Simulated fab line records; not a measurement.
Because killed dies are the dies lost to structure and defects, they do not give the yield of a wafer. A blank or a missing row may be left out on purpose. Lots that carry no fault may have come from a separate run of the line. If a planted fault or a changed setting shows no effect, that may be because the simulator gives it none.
Chamber matching | flow sky130 | SKY_CONTACT_CMP_04 on cmp-01 has 4 sister chambers
The step polishes SiO2. 7 wafers are shown with their chamber, then 7 later ones without.

== WAFERS WITH THEIR CHAMBER ==
wafer  | chamber | motor-current-A (A) | time-to-endpoint-s (s)
L800.3 | 2       | 9.4                 | 87
L800.6 | 0       | 12.3                | 78
L808.3 | 1       | 9.4                 | 88
L808.4 | 2       | 10.1                | 89
L808.6 | 3       | 12.0                | 81
L810.1 | 3       | 12.1                | 84
L810.3 | 1       | 9.7                 | 88

== WAFERS WITHOUT THEIR CHAMBER ==
wafer  | motor-current-A (A) | time-to-endpoint-s (s)
L810.4 | 10.1                | 91
L811.3 | 9.1                 | 88
L811.4 | 11.6                | 91
L811.5 | 9.3                 | 87
L815.2 | 12.2                | 82
L815.5 | 9.8                 | 88
L815.6 | 10.5                | 89

== CHAMBER TAKEN BY EACH ==
wafer  | from the rows above          | in truth
L810.4 | can't be placed: 2 or 1      | 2
L811.3 | can't be placed: 1 or 2      | 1
L811.4 | can't be placed: 3 or 2 or 1 | 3
L811.5 | can't be placed: 1 or 2      | 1
L815.2 | 3                            | 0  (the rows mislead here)
L815.5 | can't be placed: 2 or 1      | 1
L815.6 | can't be placed: 2 or 1      | 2
Correct placement for 0 of the 7. Cannot be placed on the basis of these rows: 6; the candidates contain the true chamber in 6. Number placed wrongly: 1.
How it was worked out, from the rows above alone: a wafer's distance from a chamber is the root of the sum, over the readings, of the square of ((its reading less the chamber's mean) divided by the reading's scatter). The wafer belongs to the nearest chamber; if the next one is less than 2 further off, it can't be placed. Each chamber's mean is taken over the wafers shown for it. The scatter is the square root of a quotient: the sum, over the shown wafers, of each reading's squared deviation from its chamber's mean, divided by wafers minus chambers.
